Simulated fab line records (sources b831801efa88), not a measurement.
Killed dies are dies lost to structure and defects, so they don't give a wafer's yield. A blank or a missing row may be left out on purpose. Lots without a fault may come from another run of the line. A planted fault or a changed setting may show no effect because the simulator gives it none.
Matching of chambers / flow gf180mcu / 3 sister chambers for GF_PASSIVATION_CVD_00 on pecvd-02
The step deposits SiO2 from TEOS, target thk 1000 nm, time 108.3 s. 6 wafers are shown with their chamber, then 8 later ones without.

WAFERS, EACH WITH ITS CHAMBER
wafer=L601.5; chamber=0; heater power w (W)=606
wafer=L604.2; chamber=2; heater power w (W)=759
wafer=L609.1; chamber=0; heater power w (W)=557
wafer=L609.2; chamber=1; heater power w (W)=668
wafer=L609.3; chamber=2; heater power w (W)=745
wafer=L611.1; chamber=1; heater power w (W)=655

WAFERS WITH NO CHAMBER GIVEN
wafer=L611.2; heater power w (W)=554
wafer=L611.4; heater power w (W)=606
wafer=L613.3; heater power w (W)=761
wafer=L613.4; heater power w (W)=614
wafer=L613.5; heater power w (W)=602
wafer=L614.1; heater power w (W)=743
wafer=L614.5; heater power w (W)=596
wafer=L614.6; heater power w (W)=607

EACH ONE'S CHAMBER
wafer=L611.2; from the rows above=0; in truth=0
wafer=L611.4; from the rows above=can't be placed: 0 or 1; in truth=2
wafer=L613.3; from the rows above=2; in truth=2
wafer=L613.4; from the rows above=can't be placed: 0 or 1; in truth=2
wafer=L613.5; from the rows above=can't be placed: 0 or 1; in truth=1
wafer=L614.1; from the rows above=2; in truth=2
wafer=L614.5; from the rows above=0; in truth=0
wafer=L614.6; from the rows above=can't be placed: 0 or 1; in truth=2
Correct placement for 4 of the 8. Cannot be placed on the basis of these rows: 4; the candidates contain the true chamber in 1. 0 placed wrongly.
How it was worked out, from the rows above alone: a wafer's distance from a chamber is the root of the sum, over the readings, of the square of ((its reading less the chamber's mean) divided by the reading's scatter). If the next closest chamber is less than 2 further off than the closest, the wafer can't be placed; otherwise it belongs to the closest. A chamber's mean is the mean of its shown wafers. How the scatter is found: for the shown wafers, subtract from each reading the mean of its chamber, square and add these, divide the total by (wafers less chambers), then take the root.
